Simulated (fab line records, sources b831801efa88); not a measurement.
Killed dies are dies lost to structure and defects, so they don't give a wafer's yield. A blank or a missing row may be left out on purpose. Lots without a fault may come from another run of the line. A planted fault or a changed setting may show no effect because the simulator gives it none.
fab line records | flow sky130
record lots=6 wafers=18 last_day=50
route steps=708 shown SD_P@327 RES_XHIGH@332 SD_N@342 SALICIDE@361 PAD_OPEN@708
lots that met no fault: from a run of the same line without faults
start_h: hours from the record's first day to the start of the lot's first wafer shown | wait_h: hours since the lot's step before | " the same as in the row above | L1.1+2: a row that stands for several wafers | - no value, or no start given | * or withheld: withheld | < > ~ a bound
route shown NAME@n: a module of which the file shows steps, and the number in the route of the first | usual: mean/standard deviation of fault-free wafers | same: alike in all rows | chamber/n: place in a boat | sites: the reading at each site | _std_site: their standard deviation | _edge_site: outer sites' mean less inner sites' | radius_mm: how far each site lies from the wafer's centre | mask NAME#n: copy n | behind: the tool/chamber that last shaped the wafer | hold: why the lot was held/for how many hours/how that ended | device: the transistor (n, p or np) that didn't switch | end of line: the same wafers' tests at the end of the route | a step without rows: its recipe alone | killed: dies lost to structure and defects at the first sort, not the wafer's yield | map: a wafer's dies, x killed, . not, _ none there
set.NAME: the setting as run; set.NAME@STEP: as run at that earlier step | model.NAME: the simulator's own value behind a step, which no gauge read
lots at some steps of the route; a table a step, a row a wafer
services: from which hour (start_h, from the record's first day; less than 0 if before it) a tool's chamber was out of use, for how many hours, and why
## steps
# step SKY_SD_P_CD_MEAS_07
# recipe target_cd_nm=380
# usual cd_nm=379.9/2
# columns lot.wafer tool chamber start_h wait_h cd_nm
L584.2 cd_sem-02 - 598.35 0.1 382.4
L584.3 " - " " 380.2
L584.6 " - " " 379.1
L589.3 cd_sem-01 - 643.42 0.1 381.3
L589.4 " - " " 378.8
L589.5 " - " " 379.8
L591.1 cd_sem-02 - 653.39 0.1 382.3
L591.2 " - " " 382.2
L591.4 " - " " 379.8
L595.2 cd_sem-02 - 692.36 0.1 379.2
L595.5 " - " " 379.3
L595.6 " - " " 378.6
L597.2 cd_sem-02 - 709.61 0.1 380.7
L597.4 " - " " 379.2
L597.5 " - " " 379.5
L603.2 cd_sem-02 - 764.30 0.1 381.4
L603.3 " - " " 379.9
L603.6 " - " " 381.0
# step SKY_SD_P_OVL_MEAS_08
# usual SD_P_OVL=0.8/1.3
# columns lot.wafer tool chamber start_h wait_h SD_P_OVL[nm]
L584.2 overlay-02 - 598.45 0.1 -0.2
L584.3 " - " " -0.3
L584.6 " - " " -1.3
L589.3 overlay-01 - 643.51 0.1 -1.9
L589.4 " - " " 0.2
L589.5 " - " " -2.3
L591.1 overlay-01 - 653.51 0.1 0.4
L591.2 " - " " 2.3
L591.4 " - " " 1.2
L595.2 overlay-01 - 692.46 0.1 0.0
L595.5 " - " " 0.2
L595.6 " - " " 1.1
L597.2 overlay-02 - 709.71 0.1 1.3
L597.4 " - " " 0.6
L597.5 " - " " 0.5
L603.2 overlay-01 - 764.40 0.1 0.0
L603.3 " - " " 1.1
L603.6 " - " " 0.0
# step SKY_SD_P_IMPLANT_09
# recipe species=BF2 energy_kev=20 dose_cm2=3e+15 tilt_deg=0
# step SKY_SD_P_STRIP_10
# recipe chemistry=O2/N2 power_w=1400 pressure_mtorr=1500 platen_temp_c=withheld o2_flow_sccm=3000 n2_flow_sccm=300 overash_fraction=0.5
# usual drypump_motor_current_A=5.6/0.57 oes_product_au=0.618/0.0045 strip_time_to_endpoint_s=17.48/0.036
# columns lot.wafer tool chamber start_h wait_h drypump_motor_current_A oes_product_au rf_hours_counter_h strip_time_to_endpoint_s
L584.2 plasma_asher-03 0 598.63 0.1 5.3 0.613 85 17.46
L584.3 " 0 " " 5.3 0.617 - 17.50
L584.6 " 0 " " 5.2 0.614 - 17.46
L589.3 plasma_asher-02 1 643.72 0.1 6.1 0.612 - 17.44
L589.4 " 0 " " 4.9 0.617 - 17.43
L589.5 " 1 " " 6.1 0.607 - 17.40
L591.1 plasma_asher-03 0 653.69 0.1 5.3 0.627 90 17.46
L591.2 " 1 " " 5.3 0.621 90 17.52
L591.4 " 1 " " 5.3 0.617 - 17.46
L595.2 plasma_asher-02 1 692.64 0.1 6.2 0.622 87 17.47
L595.5 " 0 " " 4.9 0.621 - 17.45
L595.6 " 1 " " 6.2 0.616 - 17.42
L597.2 plasma_asher-03 0 709.89 0.1 5.3 0.617 96 17.51
L597.4 " 0 " " 5.3 0.610 - 17.46
L597.5 " 0 " " 5.3 0.612 - 17.52
L603.2 plasma_asher-04 1 764.58 0.1 5.4 0.616 65 17.48
L603.3 " 1 " " 5.5 0.617 - 17.51
L603.6 " 1 " " 5.5 0.617 - 17.48
# step SKY_SD_P_TW_MEAS_11
# usual SD_P_TW=2826/27
# columns lot.wafer tool chamber start_h wait_h SD_P_TW
L584.2 film_metro-04 - 598.74 0.1 2769
L584.3 " - " " 2766
L584.6 " - " " 2757
L589.3 film_metro-03 - 643.80 0.1 2836
L589.4 " - " " 2826
L589.5 " - " " 2834
L591.1 film_metro-02 - 653.79 0.1 2838
L591.2 " - " " 2843
L591.4 " - " " 2851
L595.2 film_metro-02 - 692.75 0.1 2843
L595.5 " - " " 2850
L595.6 " - " " 2835
L597.2 film_metro-02 - 710.00 0.1 2840
L597.4 " - " " 2828
L597.5 " - " " 2845
L603.2 film_metro-03 - 764.69 0.1 2822
L603.3 " - " " 2831
L603.6 " - " " 2833
# step SKY_RES_XHIGH_DEHYDRATE_00
# recipe temp_c=200 time_s=60
# step SKY_RES_XHIGH_HMDS_01
# recipe prime_time_s=60 prime_temp_c=120
# step SKY_RES_XHIGH_COAT_02
# recipe resist=NOVOLAK spin_rpm=3000 resist_thk_nm=1140
# step SKY_RES_XHIGH_SOFTBAKE_03
# recipe temp_c=90 time_s=60 resist=NOVOLAK
# step SKY_RES_XHIGH_EXPOSE_04
# recipe mask_id=URPM na=0.6 source_shape=conventional sigma_outer=0.6 polarization=unpolarized target_cd_nm=1270 dose_mj=140
# step SKY_RES_XHIGH_PEB_05
# recipe temp_c=withheld time_s=* resist=NOVOLAK
# step SKY_RES_XHIGH_DEVELOP_06
# recipe resist=NOVOLAK developer=TMAH develop_time_s=60 dev_temp_c=23
# step SKY_RES_XHIGH_IMPLANT_07
# recipe species=BF2 energy_kev=20 dose_cm2=3.6e+14 tilt_deg=0
# usual beam_on_s=38.8/2.5 faraday_current_uA=526/33
# columns lot.wafer tool chamber start_h wait_h beam_on_s faraday_current_uA
L584.2 implanter-04 0 627.85 0.1 36.0 564
L584.3 " 0 " " 38.1 532
L584.6 " 0 " " 36.8 552
L589.3 implanter-04 0 672.48 0.1 28.1 720
L589.4 " 0 " " 28.7 706
L589.5 " 0 " " 28.2 721
L591.1 implanter-04 0 682.31 0.1 29.2 696
L591.2 " 0 " " 28.1 721
L591.4 " 0 " " 27.6 735
L595.2 implanter-03 0 720.47 0.1 38.8 523
L595.5 " 0 " " 38.0 532
L595.6 " 0 " " 38.4 529
L597.2 implanter-04 0 738.33 0.1 38.4 530
L597.4 " 0 " " 36.2 559
L597.5 " 0 " " 37.4 542
L603.2 implanter-03 0 790.78 0.1 39.8 510
L603.3 " 0 " " 39.6 512
L603.6 " 0 " " 38.2 530
# step SKY_RES_XHIGH_STRIP_08
# recipe chemistry=O2/N2 power_w=1400 pressure_mtorr=1500 platen_temp_c=withheld o2_flow_sccm=3000 n2_flow_sccm=300 overash_fraction=0.5
# usual drypump_motor_current_A=5.8/0.44 oes_product_au=0.712/0.0045 strip_time_to_endpoint_s=14.28/0.044
# columns lot.wafer tool chamber start_h wait_h drypump_motor_current_A oes_product_au rf_hours_counter_h strip_time_to_endpoint_s
L584.2 plasma_asher-04 0 627.98 0.1 6.6 0.709 52 14.32
L584.3 " 0 " " 6.6 0.709 - 14.34
L584.6 " 1 " " 5.5 0.708 - 14.33
L589.3 plasma_asher-04 0 672.61 0.1 6.6 0.724 - 14.19
L589.4 " 1 " " 5.5 0.719 - 14.21
L589.5 " 1 " " 5.5 0.718 - 14.18
L591.1 plasma_asher-04 0 682.46 0.1 6.6 0.720 57 14.14
L591.2 " 1 " " 5.5 0.708 57 14.17
L591.4 " 1 " " 5.5 0.716 - 14.11
L595.2 plasma_asher-01 1 720.60 0.1 5.7 0.716 29 14.31
L595.5 " 1 " " 5.7 0.714 - 14.29
L595.6 " 0 " " 6.1 0.712 - 14.30
L597.2 plasma_asher-04 1 738.46 0.1 5.5 0.712 62 14.35
L597.4 " 1 " " 5.5 0.715 - 14.37
L597.5 " 0 " " 6.6 0.713 - 14.32
L603.2 plasma_asher-01 1 790.91 0.1 5.7 0.706 36 14.24
L603.3 " 0 " " 6.1 0.713 - 14.28
L603.6 " 0 " " 6.1 0.704 - 14.30
# step SKY_RES_XHIGH_TW_MEAS_09
# usual RES_XHIGH_TW=1644/16
# columns lot.wafer tool chamber start_h wait_h RES_XHIGH_TW
L584.2 film_metro-02 - 628.09 0.1 1653
L584.3 " - " " 1645
L584.6 " - " " 1651
L589.3 film_metro-03 - 672.70 0.1 1513
L589.4 " - " " 1512
L589.5 " - " " 1514
L591.1 film_metro-02 - 682.56 0.1 1521
L591.2 " - " " 1514
L591.4 " - " " 1519
L595.2 film_metro-04 - 720.71 0.1 1623
L595.5 " - " " 1627
L595.6 " - " " 1623
L597.2 film_metro-04 - 738.57 0.1 1625
L597.4 " - " " 1633
L597.5 " - " " 1632
L603.2 film_metro-03 - 791.02 0.1 1657
L603.3 " - " " 1647
L603.6 " - " " 1658
# step SKY_SD_N_DEHYDRATE_00
# recipe temp_c=200 time_s=60
# step SKY_SD_N_HMDS_01
# recipe prime_time_s=60 prime_temp_c=120
# step SKY_SD_N_COAT_02
# recipe resist=NOVOLAK spin_rpm=3000 resist_thk_nm=1140
# step SKY_SD_N_SOFTBAKE_03
# recipe temp_c=90 time_s=60 resist=NOVOLAK
# step SKY_SD_N_EXPOSE_04
# recipe mask_id=NSDM na=0.6 source_shape=conventional sigma_outer=0.6 polarization=unpolarized target_cd_nm=380 dose_mj=141
# step SKY_SD_N_PEB_05
# recipe temp_c=withheld time_s=* resist=NOVOLAK
# step SKY_SD_N_DEVELOP_06
# recipe resist=NOVOLAK developer=TMAH develop_time_s=60 dev_temp_c=23
# step SKY_SD_N_CD_MEAS_07
# recipe target_cd_nm=380
# usual cd_nm=379.9/3
# columns lot.wafer tool chamber start_h wait_h cd_nm
L584.2 cd_sem-01 - 655.98 0.1 377.4
L584.3 " - " " 379.0
L584.6 " - " " 375.1
L589.3 cd_sem-02 - 699.89 0.1 386.6
L589.4 " - " " 387.2
L589.5 " - " " 385.4
L591.1 cd_sem-02 - 710.49 0.1 379.5
L591.2 " - " " 381.3
L591.4 " - " " 380.1
L595.2 cd_sem-02 - 747.87 0.1 379.0
L595.5 " - " " 379.7
L595.6 " - " " 381.5
L597.2 cd_sem-02 - 766.10 0.1 380.1
L597.4 " - " " 378.8
L597.5 " - " " 381.2
L603.2 cd_sem-02 - 817.40 0.2 376.5
L603.3 " - " " 374.1
L603.6 " - " " 376.3
# step SKY_SD_N_OVL_MEAS_08
# usual SD_N_OVL=-0.9/1.6
# columns lot.wafer tool chamber start_h wait_h SD_N_OVL[nm]
L584.2 overlay-01 - 656.08 0.1 -0.2
L584.3 " - " " -1.1
L584.6 " - " " 0.1
L589.3 overlay-02 - 699.98 0.1 0.0
L589.4 " - " " -0.6
L589.5 " - " " -1.1
L591.1 overlay-02 - 710.61 0.1 -3.4
L591.2 " - " " -0.9
L591.4 " - " " 0.4
L595.2 overlay-02 - 747.98 0.1 3.0
L595.5 " - " " 2.1
L595.6 " - " " 0.5
L597.2 overlay-01 - 766.20 0.1 -1.7
L597.4 " - " " -2.6
L597.5 " - " " -2.0
L603.2 overlay-02 - 817.51 0.1 -1.8
L603.3 " - " " -0.5
L603.6 " - " " 0.6
# step SKY_SD_N_IMPLANT_09
# recipe species=As energy_kev=50 dose_cm2=4e+15 tilt_deg=0
# step SKY_SD_N_IMPLANT_10
# recipe species=P energy_kev=20 dose_cm2=1e+14 tilt_deg=0
# step SKY_SD_N_STRIP_11
# recipe chemistry=O2/N2 power_w=1400 pressure_mtorr=1500 platen_temp_c=withheld o2_flow_sccm=3000 n2_flow_sccm=300 overash_fraction=0.5
# usual drypump_motor_current_A=5.9/0.5 oes_product_au=0.528/0.0047 strip_time_to_endpoint_s=22.54/0.035
# columns lot.wafer tool chamber start_h wait_h drypump_motor_current_A oes_product_au rf_hours_counter_h strip_time_to_endpoint_s
L584.2 plasma_asher-02 1 656.41 0.1 6.2 0.520 84 22.52
L584.3 " 1 " " 6.2 0.528 - 22.52
L584.6 " 1 " " 6.2 0.515 - 22.54
L589.3 plasma_asher-01 1 700.34 0.1 5.7 0.526 - 22.54
L589.4 " 0 " " 6.1 0.529 - 22.53
L589.5 " 1 " " 5.7 0.526 - 22.57
L591.1 plasma_asher-04 0 710.94 0.1 6.6 0.526 60 22.55
L591.2 " 1 " " 5.5 0.533 60 22.59
L591.4 " 1 " " 5.5 0.530 - 22.57
L595.2 plasma_asher-01 1 748.31 0.1 5.7 0.534 31 22.53
L595.5 " 0 " " 6.1 0.517 - 22.53
L595.6 " 1 " " 5.7 0.526 - 22.53
L597.2 plasma_asher-01 1 766.53 0.1 5.7 0.529 33 22.56
L597.4 " 1 " " 5.7 0.539 - 22.53
L597.5 " 0 " " 6.1 0.531 - 22.53
L603.2 plasma_asher-01 0 817.84 0.1 6.1 0.528 38 22.55
L603.3 " 1 " " 5.7 0.529 - 22.58
L603.6 " 1 " " 5.7 0.536 - 22.61
# step SKY_SD_N_TW_MEAS_12
# usual SD_N_TW=4000/37
# columns lot.wafer tool chamber start_h wait_h SD_N_TW
L584.2 film_metro-03 - 656.52 0.1 4007
L584.3 " - " " 4019
L584.6 " - " " 3986
L589.3 film_metro-02 - 700.43 0.1 4024
L589.4 " - " " 4020
L589.5 " - " " 4017
L591.1 film_metro-02 - 711.04 0.1 4004
L591.2 " - " " 3989
L591.4 " - " " 4027
L595.2 film_metro-02 - 748.42 0.1 4043
L595.5 " - " " 4038
L595.6 " - " " 4021
L597.2 film_metro-02 - 766.64 0.1 4004
L597.4 " - " " 4010
L597.5 " - " " 4019
L603.2 film_metro-02 - 817.95 0.1 4035
L603.3 " - " " 4030
L603.6 " - " " 4051
# step SKY_SD_N_CLEAN_13
# recipe chemistry=SC1/SC2 mix=1:4:20 temp_c=70 time_s=150 dry=n2_spin
# step SKY_SD_N_RTA_14
# recipe temp_c=1075 time_s=2 idle_temp_c=650 ramp_up_c_per_s=150 ramp_down_c_per_s=90 ambient=N2
# usual lamp_power_pct=15.73/0.055 wafer_temp_C_max=1078.2/1.2
# columns lot.wafer tool chamber start_h wait_h lamp_power_pct wafer_temp_C_max
L584.2 rtp_anneal-02 0 656.63 0.0 15.69 1077.5
L584.3 " 0 " " 15.78 1078.6
L584.6 " 0 " " 15.85 1078.3
L589.3 rtp_anneal-01 0 700.54 0.0 15.78 1076.9
L589.4 " 0 " " 15.73 1078.5
L589.5 " 0 " " 15.66 1078.2
L591.1 rtp_anneal-01 0 711.15 0.0 15.71 1080.1
L591.2 " 0 " " 15.78 1079.5
L591.4 " 0 " " 15.72 1076.7
L595.2 rtp_anneal-02 0 748.54 0.0 15.75 1078.3
L595.5 " 0 " " 15.80 1075.7
L595.6 " 0 " " 15.73 1078.8
L597.2 rtp_anneal-02 0 766.75 0.0 15.78 1077.5
L597.4 " 0 " " 15.63 1078.7
L597.5 " 0 " " 15.77 1078.3
L603.2 rtp_anneal-02 0 818.10 0.0 15.72 1077.5
L603.3 " 0 " " 15.70 1077.6
L603.6 " 0 " " 15.71 1077.6
# step SKY_SD_N_RS_MEAS_16
# recipe thk_meas_gauge=four-point-probe
# usual SD_N_RS=68.60/0.18
# columns lot.wafer tool chamber start_h wait_h SD_N_RS[ohm/sq]
L584.2 film_metro-03 - 656.82 0.1 68.45
L584.3 " - " " 68.62
L584.6 " - " " 68.42
L589.3 film_metro-04 - 700.73 0.1 68.49
L589.4 " - " " 68.58
L589.5 " - " " 68.71
L591.1 film_metro-03 - 711.38 0.1 68.50
L591.2 " - " " 68.48
L591.4 " - " " 68.55
L595.2 film_metro-03 - 748.77 0.1 68.48
L595.5 " - " " 68.68
L595.6 " - " " 68.60
L597.2 film_metro-04 - 766.94 0.1 68.41
L597.4 " - " " 68.37
L597.5 " - " " 68.59
L603.2 film_metro-03 - 818.29 0.1 68.29
L603.3 " - " " 68.48
L603.6 " - " " 68.38
# step SKY_SD_N_RS_MEAS_17
# recipe thk_meas_gauge=four-point-probe
# usual SD_P_RS=147.3/0.46
# columns lot.wafer tool chamber start_h wait_h SD_P_RS[ohm/sq]
L584.2 film_metro-03 - 656.94 0.1 147.1
L584.3 " - " " 147.6
L584.6 " - " " 147.4
L589.3 film_metro-04 - 700.85 0.1 147.4
L589.4 " - " " 147.2
L589.5 " - " " 147.8
L591.1 film_metro-03 - 711.50 0.1 147.4
L591.2 " - " " 147.7
L591.4 " - " " 147.4
L595.2 film_metro-03 - 748.89 0.1 147.1
L595.5 " - " " 147.8
L595.6 " - " " 147.2
L597.2 film_metro-04 - 767.06 0.1 145.9
L597.4 " - " " 146.7
L597.5 " - " " 147.2
L603.2 film_metro-03 - 818.41 0.1 146.7
L603.3 " - " " 147.1
L603.6 " - " " 147.0
# step SKY_SD_N_RS_MEAS_18
# recipe thk_meas_gauge=four-point-probe
# usual RES_XHIGH_RS=333.6/1.3
# columns lot.wafer tool chamber start_h wait_h RES_XHIGH_RS[ohm/sq]
L584.2 film_metro-03 - 657.06 0.1 331.5
L584.3 " - " " 331.0
L584.6 " - " " 330.6
L589.3 film_metro-04 - 700.97 0.1 410.8
L589.4 " - " " 412.1
L589.5 " - " " 412.5
L591.1 film_metro-03 - 711.62 0.1 412.5
L591.2 " - " " 414.5
L591.4 " - " " 414.7
L595.2 film_metro-03 - 749.01 0.1 333.3
L595.5 " - " " 333.1
L595.6 " - " " 333.5
L597.2 film_metro-04 - 767.18 0.1 332.1
L597.4 " - " " 331.3
L597.5 " - " " 331.8
L603.2 film_metro-03 - 818.53 0.1 331.1
L603.3 " - " " 332.0
L603.6 " - " " 332.8
# step SKY_SALICIDE_CLEAN_00
# recipe chemistry=HF-last time_s=30 dilution=100:1 dry=ipa_marangoni
# step SKY_PAD_OPEN_PROBE_99
# usual killed_at_M0_to_M3=43/6.7 killed_at_M4_up=3.1/1.9 killed_at_contacts=25/5 killed_at_front_end=15/4 killed_at_other=0.4/0.69 killed_dies=87/9.2 killed_open=46/7.1 killed_short=40/6.8
# same gross_dies=492 killed_at_back_side=0
# columns lot.wafer tool chamber start_h wait_h killed_at_M0_to_M3 killed_at_M4_up killed_at_contacts killed_at_front_end killed_at_other killed_dies killed_open killed_short model.etest.res_xhigh_po.line_ohm_um model.etest.res_xhigh_po.rs_ohm_sq model.etest.res_xhigh_po.rs_ohm_sq_range
L584.2 prober-02 - 1089.06 0.1 53 4 24 10 0 91 43 48 5731 1992 50.86
L584.3 prober-02 - 1089.11 0.2 37 4 28 14 0 83 39 44 5739 1968 60.72
L584.6 prober-02 - 1089.26 0.2 34 3 31 12 0 80 45 35 5943 2017 86.65
L589.3 prober-01 - 1116.98 0.2 48 1 25 11 0 85 46 39 9667 3344 164.8
L589.4 prober-01 - 1117.03 0.2 37 0 28 18 0 83 39 43 9385 3246 188.1
L589.5 prober-01 - 1117.08 0.2 61 2 26 13 0 102 51 50 9525 3406 154.9
L591.1 prober-01 - 1126.96 0.1 39 3 17 15 1 75 40 35 9653 3418 76.26
L591.2 prober-01 - 1127.01 0.1 33 2 25 16 0 76 39 37 9776 3468 97.13
L591.4 prober-01 - 1127.11 0.2 32 2 22 14 0 70 34 36 9858 3466 107.1
L595.2 prober-01 - 1152.53 0.1 29 6 27 18 3 83 46 34 5646 1969 195
L595.5 prober-01 - 1152.68 0.2 40 2 15 15 1 73 42 30 5847 2055 194.9
L595.6 prober-01 - 1152.73 0.2 39 5 23 23 1 91 50 40 5626 1988 193.4
L597.2 prober-02 - 1161.53 0.1 47 3 20 18 0 88 49 39 5704 1994 70.07
L597.4 prober-02 - 1161.63 0.2 43 3 26 14 1 87 36 50 5573 1961 61.17
L597.5 prober-02 - 1161.68 0.2 52 3 21 25 0 101 60 41 5599 1963 69.18
L603.2 prober-01 - 1195.88 0.1 36 5 26 13 0 80 38 42 5711 2010 71.32
L603.3 prober-01 - 1195.93 0.2 39 3 30 17 0 89 43 46 5724 1970 65.86
L603.6 prober-01 - 1196.08 0.2 48 7 31 9 0 95 44 51 5530 1903 68.57
# killed by level:class
L584.2 VIA1:geometric_particle:open=12 VIA2:geometric_particle:short=8 METAL1:geometric_particle:short=7 CONTACT:geometric_particle:open=7 LI_CONTACT:geometric_particle:open=6 METAL2:geometric_particle:short=6 LOCAL_INTERCONNECT:geometric_particle:short=5 VIA1:geometric_particle:short=5
L584.3 CONTACT:geometric_particle:short=8 LI_CONTACT:geometric_particle:open=7 CONTACT:geometric_particle:open=6 VIA1:geometric_particle:short=6 VIA2:geometric_particle:open=6 LOCAL_INTERCONNECT:geometric_particle:short=5 FIELD_ISO:geometric_particle:short=4 POLY_GATE:geometric_particle:open=4
L584.6 VIA1:geometric_particle:open=13 LI_CONTACT:geometric_particle:short=9 CONTACT:geometric_particle:open=9 LI_CONTACT:geometric_particle:open=7 METAL1:geometric_particle:short=5 VIA1:geometric_particle:short=5 POLY_GATE:geometric_particle:short=4 FIELD_ISO:geometric_particle:open=3
L589.3 METAL1:geometric_particle:short=10 VIA3:geometric_particle:open=9 CONTACT:geometric_particle:open=9 LI_CONTACT:geometric_particle:open=8 VIA1:geometric_particle:open=7 CONTACT:geometric_particle:short=6 METAL2:geometric_particle:short=6 VIA2:geometric_particle:open=6
L589.4 VIA3:geometric_particle:open=9 CONTACT:geometric_particle:open=9 LOCAL_INTERCONNECT:geometric_particle:short=8 FIELD_ISO:geometric_particle:short=7 VIA1:geometric_particle:open=5 VIA2:geometric_particle:open=5 FIELD_ISO:geometric_particle:open=4 POLY_GATE:geometric_particle:short=4
L589.5 METAL2:geometric_particle:short=14 VIA1:geometric_particle:open=11 METAL1:geometric_particle:short=9 VIA3:geometric_particle:open=9 LI_CONTACT:geometric_particle:open=7 CONTACT:geometric_particle:open=7 LOCAL_INTERCONNECT:geometric_particle:short=5 CONTACT:geometric_particle:short=5
L591.1 VIA1:geometric_particle:open=12 METAL1:geometric_particle:short=7 LI_CONTACT:geometric_particle:short=5 LI_CONTACT:geometric_particle:open=5 CONTACT:geometric_particle:open=5 FIELD_ISO:geometric_particle:open=4 POLY_GATE:geometric_particle:open=4 VIA2:geometric_particle:open=4
L591.2 VIA1:geometric_particle:open=8 CONTACT:geometric_particle:open=8 METAL1:geometric_particle:short=7 CONTACT:geometric_particle:short=6 FIELD_ISO:geometric_particle:short=5 VIA2:geometric_particle:open=5 FIELD_ISO:geometric_particle:open=4 LI_CONTACT:geometric_particle:open=4
L591.4 LI_CONTACT:geometric_particle:open=7 CONTACT:geometric_particle:short=6 VIA1:geometric_particle:open=6 METAL2:geometric_particle:short=5 CONTACT:geometric_particle:open=5 METAL1:geometric_particle:short=5 VIA1:geometric_particle:short=5 VIA2:geometric_particle:open=5
L595.2 CONTACT:geometric_particle:open=11 VIA1:geometric_particle:open=8 FIELD_ISO:geometric_particle:open=6 CONTACT:geometric_particle:short=5 METAL1:geometric_particle:short=5 POLY_GATE:geometric_particle:short=4 LI_CONTACT:geometric_particle:short=4 LI_CONTACT:geometric_particle:open=4
L595.5 VIA2:geometric_particle:open=9 CONTACT:geometric_particle:open=7 VIA1:geometric_particle:open=7 METAL1:geometric_particle:short=6 METAL2:geometric_particle:short=5 FIELD_ISO:geometric_particle:open=3 POLY_GATE:geometric_particle:open=3 POLY_GATE:geometric_particle:short=3
L595.6 LI_CONTACT:geometric_particle:open=9 FIELD_ISO:geometric_particle:open=8 CONTACT:geometric_particle:open=7 POLY_GATE:geometric_particle:open=6 METAL1:geometric_particle:short=6 LI_CONTACT:geometric_particle:short=5 VIA3:geometric_particle:open=5 VIA3:geometric_particle:short=5
L597.2 VIA1:geometric_particle:open=8 METAL1:geometric_particle:short=8 VIA2:geometric_particle:open=8 CONTACT:geometric_particle:open=7 FIELD_ISO:geometric_particle:open=6 VIA2:geometric_particle:short=6 LI_CONTACT:geometric_particle:open=5 VIA1:geometric_particle:short=5
L597.4 METAL1:geometric_particle:short=12 VIA1:geometric_particle:open=9 CONTACT:geometric_particle:open=8 FIELD_ISO:geometric_particle:short=6 LOCAL_INTERCONNECT:geometric_particle:short=6 CONTACT:geometric_particle:short=6 VIA1:geometric_particle:short=5 VIA3:geometric_particle:open=5
L597.5 VIA1:geometric_particle:open=15 CONTACT:geometric_particle:open=9 FIELD_ISO:geometric_particle:open=8 METAL1:geometric_particle:short=7 CONTACT:geometric_particle:short=6 VIA2:geometric_particle:open=6 VIA3:geometric_particle:short=5 POLY_GATE:geometric_particle:short=4
L603.2 CONTACT:geometric_particle:open=8 LOCAL_INTERCONNECT:geometric_particle:short=7 VIA1:geometric_particle:open=7 LI_CONTACT:geometric_particle:open=6 POLY_GATE:geometric_particle:open=5 VIA1:geometric_particle:short=5 VIA3:geometric_particle:short=5 METAL1:geometric_particle:short=4
L603.3 CONTACT:geometric_particle:open=12 VIA1:geometric_particle:open=11 LOCAL_INTERCONNECT:geometric_particle:short=8 METAL2:geometric_particle:short=8 POLY_GATE:geometric_particle:short=6 METAL1:geometric_particle:short=5 POLY_GATE:geometric_particle:open=4 CONTACT:geometric_particle:short=4
L603.6 VIA1:geometric_particle:open=13 CONTACT:geometric_particle:open=9 METAL1:geometric_particle:short=9 CONTACT:geometric_particle:short=8 FIELD_ISO:geometric_particle:short=6 LI_CONTACT:geometric_particle:open=6 METAL2:geometric_particle:short=5 METAL4:geometric_particle:short=5
## services
# columns tool chamber start_h hours kind
plasma_asher-02 - 587.27 1.8 repair
plasma_asher-03 - 604.10 2.8 pm
implanter-04 - 651.21 9.9 repair
plasma_asher-01 - 653.95 1.4 repair
plasma_asher-04 - 654.22 2.8 pm
rtp_anneal-02 - 716.81 5.7 pm
plasma_asher-03 - 717.84 0.6 repair
plasma_asher-03 - 733.75 9.0 pm
plasma_asher-03 0 733.75 9.0 vent_cycle
plasma_asher-03 1 733.75 9.0 vent_cycle
plasma_asher-03 0 742.75 - clean
plasma_asher-03 1 742.75 - clean
plasma_asher-03 - 745.64 1.0 repair
implanter-04 - 762.80 2.0 repair
plasma_asher-04 - 778.82 2.6 repair
## key
first_sign step=SKY_RES_XHIGH_IMPLANT_07 reading=faraday_current_uA direction=up sigmas=5.9 usual=526 struck=717
effect step=SKY_RES_XHIGH_IMPLANT_07 reading=beam_on_s direction=down sigmas=4.1 usual=38.8 struck=28.3
effect step=SKY_RES_XHIGH_TW_MEAS_09 reading=RES_XHIGH_TW direction=down sigmas=7.8 usual=1644 struck=1516
effect step=SKY_SD_N_RS_MEAS_18 reading=RES_XHIGH_RS direction=up sigmas=61 usual=333.6 struck=412.8
model_effect step=SKY_PAD_OPEN_PROBE_99 value=etest.res_xhigh_po.line_ohm_um without=5598 struck=9644
met_at SKY_RES_XHIGH_IMPLANT_07
struck_wafers L589.3,L589.4,L589.5,L591.1,L591.2,L591.4
tester_left_out L589,L591
onset_between 627.85 672.48
fault kind=process_parameter_drift tool=implanter-04 chamber=- onset_h=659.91 steps=SKY_RES_XHIGH_IMPLANT_07 channel=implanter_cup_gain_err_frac offset=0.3 shape=step end_h=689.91
# tester_left_out: of these lots the tester's yield and bins aren't shown, on N5 and GAA mostly nor the transistor test; their killed dies are dies lost to structure and defects alone, not to doping, threshold or leakage, so they don't give the yield
